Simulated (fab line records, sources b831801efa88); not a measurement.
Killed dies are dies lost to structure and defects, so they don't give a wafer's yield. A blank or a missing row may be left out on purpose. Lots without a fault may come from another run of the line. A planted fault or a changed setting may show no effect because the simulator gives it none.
fab line records | flow sky130
record lots=7 wafers=21 last_day=50
route steps=708 shown LDD_HVN@274 LDD_HVP@278 PAD_OPEN@708
lots that met no fault: from a run of the same line without faults
start_h: hours from the record's first day to the start of the lot's first wafer shown | wait_h: hours since the lot's step before | " the same as in the row above | L1.1+2: a row that stands for several wafers | - no value, or no start given | * or withheld: withheld | < > ~ a bound
route shown NAME@n: a module of which the file shows steps, and the number in the route of the first | usual: mean/standard deviation of fault-free wafers | same: alike in all rows | chamber/n: place in a boat | sites: the reading at each site | _std_site: their standard deviation | _edge_site: outer sites' mean less inner sites' | radius_mm: how far each site lies from the wafer's centre | mask NAME#n: copy n | behind: the tool/chamber that last shaped the wafer | hold: why the lot was held/for how many hours/how that ended | device: the transistor (n, p or np) that didn't switch | end of line: the same wafers' tests at the end of the route | a step without rows: its recipe alone | killed: dies lost to structure and defects at the first sort, not the wafer's yield | map: a wafer's dies, x killed, . not, _ none there
set.NAME: the setting as run; set.NAME@STEP: as run at that earlier step | model.NAME: the simulator's own value behind a step, which no gauge read
lots at some steps of the route; a table a step, a row a wafer
services: from which hour (start_h, from the record's first day; less than 0 if before it) a tool's chamber was out of use, for how many hours, and why
## steps
# step SKY_LDD_HVN_OVL_MEAS_07
# usual LDD_HVN_OVL=0.7/1.1
# columns lot.wafer tool chamber start_h wait_h LDD_HVN_OVL[nm]
L469.2 overlay-01 - 475.60 0.1 -0.4
L469.4 " - " " 0.6
L469.5 " - " " 1.3
L475.1 overlay-01 - 531.35 0.1 0.8
L475.2 " - " " 0.0
L475.5 " - " " -0.5
L481.2 overlay-01 - 586.05 0.1 -0.3
L481.3 " - " " -0.3
L481.4 " - " " -0.2
L480.2 overlay-01 - 587.70 0.1 -0.2
L480.3 " - " " 1.2
L480.4 " - " " -1.4
L482.1 overlay-01 - 591.55 0.1 1.6
L482.2 " - " " 0.2
L482.3 " - " " 1.0
L485.1 overlay-01 - 615.67 0.1 0.5
L485.4 " - " " 2.4
L485.6 " - " " 2.3
L492.2 overlay-02 - 670.43 0.1 0.8
L492.3 " - " " 0.6
L492.6 " - " " 1.3
# step SKY_LDD_HVN_IMPLANT_08
# recipe species=P energy_kev=60 dose_cm2=3e+13 tilt_deg=40
# step SKY_LDD_HVN_STRIP_09
# recipe chemistry=O2/N2 power_w=1400 pressure_mtorr=1500 platen_temp_c=withheld o2_flow_sccm=3000 n2_flow_sccm=300 overash_fraction=0.5
# usual drypump_motor_current_A=6.0/0.56 oes_product_au=0.408/0.004 strip_time_to_endpoint_s=4.136/0.015
# columns lot.wafer tool chamber start_h wait_h drypump_motor_current_A oes_product_au rf_hours_counter_h strip_time_to_endpoint_s
L469.2 plasma_asher-04 1 475.78 0.1 6.0 0.412 67 4.135
L469.4 " 0 " " 6.5 0.409 - 4.141
L469.5 " 1 " " 6.0 0.406 - 4.133
L475.1 plasma_asher-01 0 531.53 0.1 6.4 0.403 10 4.119
L475.2 " 1 " " 5.7 0.406 10 4.118
L475.5 " 1 " " 5.7 0.404 - 4.129
L481.2 plasma_asher-04 1 586.23 0.1 6.0 0.412 78 4.155
L481.3 " 1 " " 6.0 0.409 - 4.139
L481.4 " 0 " " 6.5 0.408 - 4.154
L480.2 plasma_asher-02 0 587.88 0.1 5.1 0.407 48 4.157
L480.3 " 0 " " 5.1 0.402 - 4.175
L480.4 " 1 " " 6.6 0.411 - 4.157
L482.1 plasma_asher-02 0 591.73 0.1 5.1 0.405 48 4.137
L482.2 " 1 " " 6.6 0.407 48 4.135
L482.3 " 1 " " 6.6 0.406 - 4.135
L485.1 plasma_asher-02 1 615.86 0.1 6.6 0.405 50 4.138
L485.4 " 1 " " 6.6 0.412 - 4.164
L485.6 " 0 " " 5.1 0.417 - 4.135
L492.2 plasma_asher-02 1 670.61 0.1 6.6 0.402 57 4.125
L492.3 " 1 " " 6.6 0.405 - 4.122
L492.6 " 0 " " 5.1 0.403 - 4.125
# step SKY_LDD_HVN_TW_MEAS_10
# usual LDD_HVN_TW=1443/6.8
# columns lot.wafer tool chamber start_h wait_h LDD_HVN_TW
L469.2 film_metro-02 - 475.89 0.1 1451
L469.4 " - " " 1438
L469.5 " - " " 1447
L475.1 film_metro-02 - 531.63 0.1 1444
L475.2 " - " " 1451
L475.5 " - " " 1449
L481.2 film_metro-04 - 586.34 0.1 1447
L481.3 " - " " 1443
L481.4 " - " " 1445
L480.2 film_metro-02 - 588.26 0.3 1447
L480.3 " - " " 1444
L480.4 " - " " 1438
L482.1 film_metro-02 - 591.83 0.1 1447
L482.2 " - " " 1457
L482.3 " - " " 1448
L485.1 film_metro-02 - 615.96 0.1 1439
L485.4 " - " " 1441
L485.6 " - " " 1441
L492.2 film_metro-01 - 670.72 0.1 1446
L492.3 " - " " 1445
L492.6 " - " " 1453
# step SKY_LDD_HVP_DEHYDRATE_00
# recipe temp_c=200 time_s=60
# step SKY_LDD_HVP_HMDS_01
# recipe prime_time_s=60 prime_temp_c=120
# step SKY_LDD_HVP_COAT_02
# recipe resist=NOVOLAK spin_rpm=3000 resist_thk_nm=300
# step SKY_LDD_HVP_SOFTBAKE_03
# recipe temp_c=90 time_s=60 resist=NOVOLAK
# step SKY_LDD_HVP_EXPOSE_04
# recipe mask_id=HVPTM na=0.6 source_shape=conventional sigma_outer=0.6 polarization=unpolarized target_cd_nm=700 dose_mj=86
# step SKY_LDD_HVP_PEB_05
# recipe temp_c=withheld time_s=* resist=NOVOLAK
# step SKY_LDD_HVP_DEVELOP_06
# recipe resist=NOVOLAK developer=TMAH develop_time_s=60 dev_temp_c=23
# step SKY_LDD_HVP_OVL_MEAS_07
# usual LDD_HVP_OVL=-0.1/1.4
# columns lot.wafer tool chamber start_h wait_h LDD_HVP_OVL[nm]
L469.2 overlay-02 - 507.08 0.1 1.8
L469.4 " - " " 1.2
L469.5 " - " " 1.4
L475.1 overlay-02 - 561.78 0.1 -0.4
L475.2 " - " " -1.7
L475.5 " - " " 0.1
L481.2 overlay-02 - 615.38 0.1 -1.1
L481.3 " - " " -1.5
L481.4 " - " " -1.6
L480.2 overlay-01 - 617.58 0.1 1.2
L480.3 " - " " -0.3
L480.4 " - " " -1.2
L482.1 overlay-01 - 620.97 0.1 -2.7
L482.2 " - " " -0.3
L482.3 " - " " -3.5
L485.1 overlay-02 - 644.57 0.1 -2.1
L485.4 " - " " -2.2
L485.6 " - " " -1.6
L492.2 overlay-01 - 699.73 0.1 1.2
L492.3 " - " " 0.7
L492.6 " - " " 1.8
# step SKY_LDD_HVP_IMPLANT_08
# recipe species=B energy_kev=20 dose_cm2=1.7e+13 tilt_deg=17.9
# usual dose_ions_cm2=1.6999e+13/2.2e+10 faraday_current_uA=96.2/2
# columns lot.wafer tool chamber start_h wait_h dose_ions_cm2 faraday_current_uA
L469.2 implanter-01 0 507.13 0.0 1.6953e+13 100.0
L469.4 " 0 " " 1.6989e+13 98.1
L469.5 " 0 " " 1.6964e+13 95.0
L475.1 implanter-02 0 561.81 0.0 1.7003e+13 94.7
L475.2 " 0 " " 1.695e+13 96.6
L475.5 " 0 " " 1.7002e+13 93.7
L481.2 implanter-02 0 615.43 0.0 2.4182e+13 134.8
L481.3 " 0 " " 2.4201e+13 135.4
L481.4 " 0 " " 2.4168e+13 139.6
L480.2 implanter-02 0 617.63 0.0 2.4116e+13 134.3
L480.3 " 0 " " 2.4172e+13 133.8
L480.4 " 0 " " 2.4128e+13 130.7
L482.1 implanter-02 0 621.01 0.0 2.4151e+13 135.7
L482.2 " 0 " " 2.4148e+13 135.9
L482.3 " 0 " " 2.4148e+13 135.4
L485.1 implanter-01 0 644.61 0.0 1.7006e+13 96.5
L485.4 " 0 " " 1.6998e+13 96.2
L485.6 " 0 " " 1.6977e+13 98.7
L492.2 implanter-03 0 699.78 0.0 1.6994e+13 95.0
L492.3 " 0 " " 1.701e+13 100.3
L492.6 " 0 " " 1.7013e+13 93.7
# step SKY_LDD_HVP_STRIP_09
# recipe chemistry=O2/N2 power_w=1400 pressure_mtorr=1500 platen_temp_c=withheld o2_flow_sccm=3000 n2_flow_sccm=300 overash_fraction=0.5
# usual drypump_motor_current_A=6.0/0.55 oes_product_au=0.408/0.004 strip_time_to_endpoint_s=4.135/0.015
# columns lot.wafer tool chamber start_h wait_h drypump_motor_current_A oes_product_au rf_hours_counter_h strip_time_to_endpoint_s
L469.2 plasma_asher-01 0 507.26 0.1 6.5 0.419 7 4.140
L469.4 " 0 " " 6.5 0.415 - 4.137
L469.5 " 1 " " 5.7 0.410 - 4.138
L475.1 plasma_asher-01 0 561.96 0.1 6.4 0.402 12 4.147
L475.2 " 1 " " 5.7 0.407 12 4.129
L475.5 " 1 " " 5.7 0.408 - 4.143
L481.2 plasma_asher-01 1 615.56 0.1 5.7 0.408 18 4.123
L481.3 " 1 " " 5.7 0.405 - 4.133
L481.4 " 0 " " 6.5 0.411 - 4.137
L480.2 plasma_asher-02 0 617.76 0.1 5.1 0.404 51 4.138
L480.3 " 1 " " 6.6 0.410 - 4.106
L480.4 " 0 " " 5.1 0.408 - 4.139
L482.1 plasma_asher-01 0 621.16 0.1 6.5 0.409 19 4.141
L482.2 " 1 " " 5.7 0.411 19 4.137
L482.3 " 1 " " 5.7 0.406 - 4.126
L485.1 plasma_asher-01 0 644.76 0.1 6.5 0.412 22 4.134
L485.4 " 1 " " 5.7 0.403 - 4.144
L485.6 " 0 " " 6.5 0.404 - 4.155
L492.2 plasma_asher-01 0 699.91 0.1 6.5 0.399 27 4.147
L492.3 " 0 " " 6.4 0.416 - 4.141
L492.6 " 0 " " 6.5 0.410 - 4.158
# step SKY_LDD_HVP_TW_MEAS_10
# usual LDD_HVP_TW=457.5/2.3
# columns lot.wafer tool chamber start_h wait_h hold LDD_HVP_TW
L469.2 film_metro-03 - 507.37 0.1 - 455.9
L469.4 " - " " - 457.7
L469.5 " - " " - 457.1
L475.1 film_metro-03 - 562.06 0.1 - 453.9
L475.2 " - " " - 455.4
L475.5 " - " " - 452.5
L481.2 film_metro-03 - 615.67 0.1 await_dispo/0.2h/release 508.9
L481.3 " - " " await_dispo/0.2h/release 509.3
L481.4 " - " " await_dispo/0.2h/release 508.0
L481.2 film_metro-03 - 615.89 0.2 - 507.5
L481.3 " - " " - 507.9
L481.4 " - " " - 510.0
L480.2 film_metro-04 - 617.87 0.1 await_dispo/0.2h/release 513.2
L480.3 " - " " await_dispo/0.2h/release 513.0
L480.4 " - " " await_dispo/0.2h/release 511.3
L480.2 film_metro-04 - 618.09 0.2 - 512.2
L480.3 " - " " - 513.9
L480.4 " - " " - 514.3
L482.1 film_metro-02 - 621.26 0.1 await_dispo/0.2h/release 510.4
L482.2 " - " " await_dispo/0.2h/release 507.3
L482.3 " - " " await_dispo/0.2h/release 509.4
L482.1 film_metro-02 - 621.48 0.2 - 509.0
L482.2 " - " " - 509.1
L482.3 " - " " - 507.3
L485.1 film_metro-04 - 644.86 0.1 - 460.0
L485.4 " - " " - 460.4
L485.6 " - " " - 462.4
L492.2 film_metro-02 - 700.02 0.1 - 456.3
L492.3 " - " " - 456.8
L492.6 " - " " - 458.0
# step SKY_PAD_OPEN_PROBE_99
# usual killed_at_M0_to_M3=43/7.3 killed_at_M4_up=3.2/1.9 killed_at_contacts=25/5.4 killed_at_front_end=16/4.4 killed_at_other=0.4/0.66 killed_dies=87/11 killed_open=48/7.9 killed_short=39/6.5
# same gross_dies=492 killed_at_back_side=0
# columns lot.wafer tool chamber start_h wait_h killed_at_M0_to_M3 killed_at_M4_up killed_at_contacts killed_at_front_end killed_at_other killed_dies killed_open killed_short model.etest.tip_p_5v.rs_ohm_sq model.etest.pfet_g5v0d10v5.r_on_ohm_um model.etest.pfet_g5v0d10v5.drive_ua_um model.etest.pfet_g5v0d10v5.off_log10_a_um model.etest.pfet_g5v0d10v5.vt_sat_v
L469.2 prober-02 - 1090.87 0.1 36 4 22 14 0 76 41 35 2875 4852 333.6 -12.92 -0.6713
L469.4 prober-02 - 1090.97 0.2 34 5 20 17 0 76 46 28 2859 4880 330.8 -12.98 -0.6657
L469.5 prober-02 - 1091.02 0.2 43 5 20 12 1 81 36 44 2845 4834 332.1 -12.88 -0.6619
L475.1 prober-02 - 1129.66 0.1 42 5 33 16 0 96 62 34 2852 4687 345.5 -12.38 -0.6284
L475.2 prober-02 - 1129.71 0.1 48 2 28 12 0 90 55 35 2863 4762 346 -12.46 -0.6187
L475.5 prober-02 - 1129.86 0.2 39 5 32 17 0 93 44 49 2875 4721 345.9 -12.76 -0.6341
L480.2 prober-01 - 1165.07 0.1 42 4 19 15 0 80 44 35 2211 4705 344.8 -11.99 -0.5808
L480.3 prober-01 - 1165.12 0.2 39 3 29 11 0 82 40 41 2226 4656 346.4 -11.95 -0.5844
L480.4 prober-01 - 1165.17 0.2 45 3 32 23 0 103 69 33 2211 4692 344.8 -12.03 -0.5934
L481.2 prober-02 - 1165.55 0.1 46 4 26 17 0 93 45 48 2214 4609 354.3 -11.82 -0.5765
L481.3 prober-02 - 1165.60 0.2 50 6 22 21 0 99 57 42 2216 4639 352.3 -11.82 -0.5698
L481.4 prober-02 - 1165.65 0.2 35 4 35 27 0 101 59 41 2214 4657 348.3 -12.26 -0.6285
L482.1 prober-01 - 1166.62 0.1 49 2 27 20 3 101 54 44 2222 4679 352.6 -11.97 -0.5803
L482.2 prober-01 - 1166.67 0.1 46 2 32 16 0 96 57 39 2218 4666 345.3 -11.99 -0.5927
L482.3 prober-01 - 1166.72 0.2 31 9 27 13 3 83 40 40 2222 4685 345.4 -12.3 -0.6163
L485.1 prober-02 - 1179.93 0.1 44 0 32 14 1 91 54 37 2852 4679 348 -12.13 -0.5916
L485.4 prober-02 - 1180.08 0.2 54 3 28 17 0 102 58 44 2848 4712 348.9 -12.61 -0.6307
L485.6 prober-02 - 1180.18 0.2 54 2 17 9 2 84 45 39 2833 4763 343.9 -12.24 -0.6005
L492.2 prober-01 - 1209.84 0.1 44 3 20 18 0 85 50 35 2851 4688 346.2 -12.27 -0.6045
L492.3 prober-01 - 1209.89 0.2 53 3 24 19 0 99 47 52 2870 4688 343 -12.15 -0.6011
L492.6 prober-01 - 1210.04 0.2 40 2 30 12 0 84 54 30 2836 4727 339.1 -12.59 -0.6376
# killed by level:class
L469.2 VIA3:geometric_particle:open=7 VIA1:geometric_particle:open=6 CONTACT:geometric_particle:open=6 CONTACT:geometric_particle:short=6 VIA2:geometric_particle:short=6 FIELD_ISO:geometric_particle:open=5 METAL2:geometric_particle:short=5 LOCAL_INTERCONNECT:geometric_particle:short=4
L469.4 LI_CONTACT:geometric_particle:open=10 VIA1:geometric_particle:open=8 VIA3:geometric_particle:open=6 VIA2:geometric_particle:open=6 CONTACT:geometric_particle:open=5 FIELD_ISO:geometric_particle:short=4 POLY_GATE:geometric_particle:short=4 VIA1:geometric_particle:short=4
L469.5 METAL2:geometric_particle:short=10 LI_CONTACT:geometric_particle:open=7 VIA1:geometric_particle:open=7 CONTACT:geometric_particle:short=6 METAL1:geometric_particle:short=6 VIA2:geometric_particle:open=5 VIA1:geometric_particle:short=5 FIELD_ISO:geometric_particle:short=4
L475.1 CONTACT:geometric_particle:open=20 VIA1:geometric_particle:open=12 VIA2:geometric_particle:open=9 LI_CONTACT:geometric_particle:open=7 METAL1:geometric_particle:short=6 FIELD_ISO:geometric_particle:open=5 FIELD_ISO:geometric_particle:short=4 METAL4:geometric_particle:short=4
L475.2 VIA1:geometric_particle:open=18 LI_CONTACT:geometric_particle:open=12 CONTACT:geometric_particle:short=7 CONTACT:geometric_particle:open=7 METAL1:geometric_particle:short=5 METAL2:geometric_particle:short=5 VIA1:geometric_particle:short=4 METAL2:geometric_particle:open=4
L475.5 CONTACT:geometric_particle:open=11 LI_CONTACT:geometric_particle:open=9 VIA1:geometric_particle:short=9 VIA1:geometric_particle:open=8 METAL2:geometric_particle:short=7 FIELD_ISO:geometric_particle:short=6 CONTACT:geometric_particle:short=6 FIELD_ISO:geometric_particle:open=4
L480.2 VIA1:geometric_particle:open=8 LI_CONTACT:geometric_particle:open=6 CONTACT:geometric_particle:open=6 VIA3:geometric_particle:open=5 VIA1:geometric_particle:short=5 METAL2:geometric_particle:short=5 METAL2:geometric_particle:open=5 FIELD_ISO:geometric_particle:short=4
L480.3 LI_CONTACT:geometric_particle:open=12 METAL2:geometric_particle:short=8 VIA1:geometric_particle:short=7 VIA1:geometric_particle:open=7 CONTACT:geometric_particle:short=6 CONTACT:geometric_particle:open=6 FIELD_ISO:geometric_particle:open=5 VIA2:geometric_particle:open=5
L480.4 CONTACT:geometric_particle:open=15 LI_CONTACT:geometric_particle:open=9 VIA1:geometric_particle:open=9 METAL1:geometric_particle:short=8 VIA3:geometric_particle:open=7 POLY_GATE:geometric_particle:open=7 FIELD_ISO:geometric_particle:short=6 FIELD_ISO:geometric_particle:open=5
L481.2 CONTACT:geometric_particle:open=10 VIA3:geometric_particle:open=7 FIELD_ISO:geometric_particle:open=6 METAL2:geometric_particle:short=6 VIA1:geometric_particle:open=6 CONTACT:geometric_particle:short=6 METAL3:geometric_particle:short=6 VIA1:geometric_particle:short=6
L481.3 VIA1:geometric_particle:open=11 VIA2:geometric_particle:open=9 POLY_GATE:geometric_particle:short=7 LI_CONTACT:geometric_particle:open=7 VIA3:geometric_particle:open=7 POLY_GATE:geometric_particle:open=6 CONTACT:geometric_particle:open=6 CONTACT:geometric_particle:short=5
L481.4 FIELD_ISO:geometric_particle:open=11 CONTACT:geometric_particle:open=11 LOCAL_INTERCONNECT:geometric_particle:short=10 FIELD_ISO:geometric_particle:short=7 LI_CONTACT:geometric_particle:open=7 VIA2:geometric_particle:open=7 VIA3:geometric_particle:open=7 POLY_GATE:geometric_particle:open=5
L482.1 LI_CONTACT:geometric_particle:open=11 VIA2:geometric_particle:open=11 VIA1:geometric_particle:open=7 VIA1:geometric_particle:short=7 METAL1:geometric_particle:short=6 VIA3:geometric_particle:open=6 POLY_GATE:geometric_particle:open=5 CONTACT:geometric_particle:open=5
L482.2 VIA1:geometric_particle:open=15 CONTACT:geometric_particle:open=11 LI_CONTACT:geometric_particle:open=10 METAL2:geometric_particle:short=8 VIA3:geometric_particle:open=6 VIA1:geometric_particle:short=5 POLY_GATE:geometric_particle:open=4 CONTACT:geometric_particle:short=4
L482.3 CONTACT:geometric_particle:open=12 VIA1:geometric_particle:open=8 METAL4:geometric_particle:short=7 LOCAL_INTERCONNECT:geometric_particle:short=6 METAL2:geometric_particle:short=5 METAL1:geometric_particle:short=4 POLY_GATE:geometric_particle:open=3 VIA2:geometric_particle:open=3
L485.1 CONTACT:geometric_particle:open=10 VIA3:geometric_particle:open=9 CONTACT:geometric_particle:short=8 LI_CONTACT:geometric_particle:open=7 VIA2:geometric_particle:open=7 VIA1:geometric_particle:open=6 METAL1:geometric_particle:short=5 LOCAL_INTERCONNECT:geometric_particle:short=5
L485.4 CONTACT:geometric_particle:open=14 VIA1:geometric_particle:open=10 POLY_GATE:geometric_particle:open=9 VIA3:geometric_particle:short=8 METAL2:geometric_particle:short=6 VIA1:geometric_particle:short=6 LI_CONTACT:geometric_particle:open=5 METAL1:geometric_particle:short=5
L485.6 VIA2:geometric_particle:open=13 VIA1:geometric_particle:open=10 METAL1:geometric_particle:short=9 CONTACT:geometric_particle:open=7 VIA3:geometric_particle:short=5 LI_CONTACT:geometric_particle:open=4 CONTACT:geometric_particle:short=4 VIA1:geometric_particle:short=4
L492.2 LI_CONTACT:geometric_particle:open=8 VIA2:geometric_particle:short=7 VIA1:geometric_particle:open=7 VIA3:geometric_particle:open=7 POLY_GATE:geometric_particle:open=6 VIA2:geometric_particle:open=6 METAL1:geometric_particle:short=6 FIELD_ISO:geometric_particle:open=5
L492.3 VIA1:geometric_particle:open=13 VIA2:geometric_particle:open=12 LI_CONTACT:geometric_particle:short=8 FIELD_ISO:geometric_particle:short=7 CONTACT:geometric_particle:open=6 METAL1:geometric_particle:short=6 VIA1:geometric_particle:short=6 METAL2:geometric_particle:short=4
L492.6 CONTACT:geometric_particle:open=14 VIA2:geometric_particle:open=8 LI_CONTACT:geometric_particle:open=8 VIA1:geometric_particle:short=7 VIA1:geometric_particle:open=7 POLY_GATE:geometric_particle:open=5 METAL1:geometric_particle:short=5 LOCAL_INTERCONNECT:geometric_particle:short=5
## services
# columns tool chamber start_h hours kind
plasma_asher-04 - 462.81 2.6 repair
implanter-02 - 468.66 2.5 repair
implanter-02 - 475.17 2.3 pm
plasma_asher-01 - 487.41 1.3 repair
implanter-02 - 536.69 3.2 repair
implanter-02 - 539.89 3.5 pm
plasma_asher-01 - 541.57 2.7 repair
implanter-02 - 543.57 1.5 repair
implanter-01 - 543.65 1.1 repair
implanter-03 - 560.62 6.5 pm
implanter-01 - 606.50 1.1 repair
implanter-01 - 645.25 0.5 repair
implanter-03 - 646.78 9.7 pm
implanter-03 - 676.19 3.4 repair
## key
first_sign step=SKY_LDD_HVP_IMPLANT_08 reading=dose_ions_cm2 direction=up sigmas=99+ usual=* struck=*
effect step=SKY_LDD_HVP_IMPLANT_08 reading=faraday_current_uA direction=up sigmas=19 usual=96.2 struck=135.1
effect step=SKY_LDD_HVP_TW_MEAS_10 reading=visit direction=added
effect step=SKY_LDD_HVP_TW_MEAS_10 reading=LDD_HVP_TW direction=up sigmas=22 usual=457.5 struck=510.1
model_effect step=SKY_PAD_OPEN_PROBE_99 value=etest.tip_p_5v.rs_ohm_sq without=2855 struck=2217
met_at SKY_LDD_HVP_IMPLANT_08
struck_wafers L480.2,L480.3,L480.4,L481.2,L481.3,L481.4,L482.1,L482.2,L482.3
tester_left_out L480,L481,L482
onset_between 561.81 615.43
fault kind=process_parameter_drift tool=implanter-02 chamber=- onset_h=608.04 steps=SKY_LDD_HVP_IMPLANT_08 channel=dose_cm2 offset=* shape=step end_h=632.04 acts_in=* stated=*
# tester_left_out: of these lots the tester's yield and bins aren't shown, on N5 and GAA mostly nor the transistor test; their killed dies are dies lost to structure and defects alone, not to doping, threshold or leakage, so they don't give the yield
